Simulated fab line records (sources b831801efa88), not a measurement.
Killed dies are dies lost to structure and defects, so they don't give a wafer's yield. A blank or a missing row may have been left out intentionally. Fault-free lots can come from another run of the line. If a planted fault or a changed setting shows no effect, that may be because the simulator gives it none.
Matching of chambers || flow sky130 || SKY_FIELD_ISO_ETCH_17 on rie-si-01 has 4 sister chambers
The step etches Si in HBr/Cl2/O2, target depth 342 nm, time 97.7 s. 4 wafers are shown with their chamber, then 12 later ones without.

== WAFERS PAIRED WITH THEIR CHAMBERS ==
{"wafer": "L087.1", "chamber": 2, "he-backside-leak-sccm (sccm)": 3.1}
{"wafer": "L092.2", "chamber": 3, "he-backside-leak-sccm (sccm)": 2.4}
{"wafer": "L092.5", "chamber": 0, "he-backside-leak-sccm (sccm)": 3.1}
{"wafer": "L092.6", "chamber": 1, "he-backside-leak-sccm (sccm)": 2.6}

== WAFERS WHOSE CHAMBER IS MISSING ==
{"wafer": "L093.2", "he-backside-leak-sccm (sccm)": 2.9}
{"wafer": "L093.3", "he-backside-leak-sccm (sccm)": 2.6}
{"wafer": "L093.5", "he-backside-leak-sccm (sccm)": 2.4}
{"wafer": "L094.2", "he-backside-leak-sccm (sccm)": 2.4}
{"wafer": "L094.3", "he-backside-leak-sccm (sccm)": 2.9}
{"wafer": "L094.5", "he-backside-leak-sccm (sccm)": 2.5}
{"wafer": "L096.1", "he-backside-leak-sccm (sccm)": 2.9}
{"wafer": "L096.3", "he-backside-leak-sccm (sccm)": 2.4}
{"wafer": "L096.6", "he-backside-leak-sccm (sccm)": 2.5}
{"wafer": "L097.1", "he-backside-leak-sccm (sccm)": 2.6}
{"wafer": "L097.2", "he-backside-leak-sccm (sccm)": 3.3}
{"wafer": "L097.4", "he-backside-leak-sccm (sccm)": 2.8}

== WHICH CHAMBER EACH WENT THROUGH ==
{"wafer": "L093.2", "from the rows above": "can't be placed: 0 or 2 or 1", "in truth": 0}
{"wafer": "L093.3", "from the rows above": "can't be placed: 1 or 3", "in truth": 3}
{"wafer": "L093.5", "from the rows above": "can't be placed: 3 or 1", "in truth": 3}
{"wafer": "L094.2", "from the rows above": "can't be placed: 3 or 1", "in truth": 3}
{"wafer": "L094.3", "from the rows above": "can't be placed: 0 or 2 or 1", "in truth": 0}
{"wafer": "L094.5", "from the rows above": "can't be placed: 1 or 3", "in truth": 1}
{"wafer": "L096.1", "from the rows above": "can't be placed: 0 or 2 or 1", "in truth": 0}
{"wafer": "L096.3", "from the rows above": "can't be placed: 3 or 1", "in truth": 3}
{"wafer": "L096.6", "from the rows above": "can't be placed: 1 or 3", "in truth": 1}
{"wafer": "L097.1", "from the rows above": "can't be placed: 1 or 3", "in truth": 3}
{"wafer": "L097.2", "from the rows above": "can't be placed: 0 or 2", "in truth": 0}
{"wafer": "L097.4", "from the rows above": "can't be placed: 1 or 0 or 2 or 3", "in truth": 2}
0 of 12 placed correctly. Unplaceable from these rows: 12, with the true chamber sitting among the candidates in 12. Wrongly placed: 0.
How it was worked out, from the rows above alone: a wafer's distance from a chamber is the root of the sum, over the readings, of the square of ((its reading less the chamber's mean) divided by the reading's scatter). The wafer belongs to the nearest chamber; if the next one is less than 2 further off, it can't be placed. A chamber's mean is the mean of its shown wafers. The scatter: with one shown wafer a chamber, the root of the mean of the squares of how far each hidden wafer lies from its nearest shown one.
